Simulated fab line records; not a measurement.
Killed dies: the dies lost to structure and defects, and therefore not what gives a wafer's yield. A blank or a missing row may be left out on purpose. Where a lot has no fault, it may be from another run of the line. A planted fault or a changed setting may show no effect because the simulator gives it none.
A lot that was struck, set against a sound lot | flow gf180mcu | 21 out of 602 route steps
Sound: the wafers L984.1, L984.3, L984.6. Struck: wafers L996.1, L996.3, L996.4. The cause comes at the end.
At each step with rows: each side's tool, then ch and its chambers, then its first start. Under that, the readings that differ: sound wafers | struck wafers | difference of the means | sigmas: that difference in standard deviations of wafers without a fault.
alike: same words and numbers on both sides, and readings whose means sit less than 2 such deviations apart. not compared: any withheld reading, any reading some wafer has no value for, any bound like >300 that may hide the same value, and any number with overlapping values for which the record gives no deviation.
A row with sigmas, a row that says differs or no value, or rows on one side alone: a step with any of these is where the two part. Non-overlapping numbers with no deviation appear without sigmas and do not part them. A reading missing from all wafers of one side parts the sides only when that side holds two or more wafers.

first, 1 step without rows for these wafers: GF_STI_OXIDATION_21 (stabilise 600 s, purge 300 s, target thk 15 nm).
GF_STI_THK_MEAS_22:
  struck on film metro-04, day 5 02:14; sound on film metro-02, day 2 08:59
  alike: STI_OXIDATION_01_THK
then, 1 step without rows for these wafers: GF_STI_CVD_23 (deposits SiO2, target thk 650 nm, time 108.3 s).
GF_STI_THK_MEAS_24:
  struck on film metro-03, day 5 02:22; sound on film metro-04, day 2 09:07
  alike: STI_CVD_23_THK
GF_STI_CMP_25: polishes, stops on Si3N4, t overpolish 33 s, target thk 524.6 nm.
  sound on cmp-02 ch 0,1,3, day 2 09:14; struck on cmp-02 ch 0,2,3, day 5 02:26
  alike: motor current A, overpolish run s, time to endpoint s
then, 4 steps without rows for these wafers: GF_STI_WET_ETCH_26 (etches SiO2 in dHF, target depth 94 nm, time 188 s); GF_STI_WET_ETCH_27 (etches Si3N4 in H3PO4, target depth 160 nm, time 1825 s); GF_STI_WET_ETCH_28 (etches SiO2 in dHF, target depth 20 nm, time 40 s); GF_STI_OXIDATION_29 (stabilise 600 s, purge 300 s, target thk 10 nm).
GF_STI_THK_MEAS_30:
  struck on film metro-03, day 5 06:26; sound on film metro-04, day 2 12:30
  alike: STI_OXIDATION_02_THK
then, 2 steps without rows for these wafers: GF_DNWELL_DEHYDRATE_00 (time 60 s); GF_DNWELL_HMDS_01 (prime time 60 s).
GF_DNWELL_COAT_02: resist thk 3000 nm.
  sound on litho track-04 ch 0, day 2 17:48; struck on litho track-04 ch 0, day 5 12:51
  reading                                  | sound                | struck               | difference | sigmas
  spin speed rpm (rpm)                     | 2003.5 1999.6 2000.6 | 1865.1 1862.0 1863.8 | -137.6     | -98
  model.coat_of_DNWELL_COAT_02.thk nm (nm) | 3013 3019 3023       | 3115 3131 3121       | +104       |
  alike: dispense pressure kPa
then, 3 steps without rows for these wafers: GF_DNWELL_SOFTBAKE_03; GF_DNWELL_EXPOSE_04 (exposes mask DNWELL, target cd 1700 nm); GF_DNWELL_PEB_05.
GF_DNWELL_DEVELOP_06: develop time 60 s.
  sound: litho track-02 ch 0; struck: litho track-03 ch 0
  reading                                  | sound          | struck         | difference | sigmas
  model.coat_of_DNWELL_COAT_02.thk nm (nm) | 3012 3018 3022 | 3114 3130 3120 | +104       |
next, for these wafers, 1 step has no rows: GF_DNWELL_IMPLANT_07.
GF_DNWELL_STRIP_08: strips in O2/N2.
  sound on plasma asher-04 ch 0,1, day 3 00:43; struck on plasma asher-04 ch 0,1, day 5 20:35
  reading                      | sound             | struck            | difference | sigmas
  strip time to endpoint s (s) | 37.11 37.16 37.24 | 38.27 38.46 38.36 | +1.19      | +12
  alike: drypump motor current A, heater power w, oes product au
  not compared: rf hours counter h
GF_DNWELL_TW_MEAS_09:
  struck on film metro-01, day 5 20:41; sound on film metro-04, day 3 00:49
  reading   | sound          | struck         | difference | sigmas
  DNWELL_TW | 1376 1376 1371 | 1352 1344 1340 | -29        | -3
next, for these wafers, 1 step has no rows: GF_PASSIVATION_PROBE_99.

== WHERE THEY PART ==
First at GF_DNWELL_COAT_02; last, within this record, at GF_DNWELL_TW_MEAS_09.

WHY: what had been put in by the simulator
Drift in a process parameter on litho track-04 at GF_DNWELL_COAT_02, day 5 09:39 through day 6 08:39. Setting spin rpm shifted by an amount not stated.
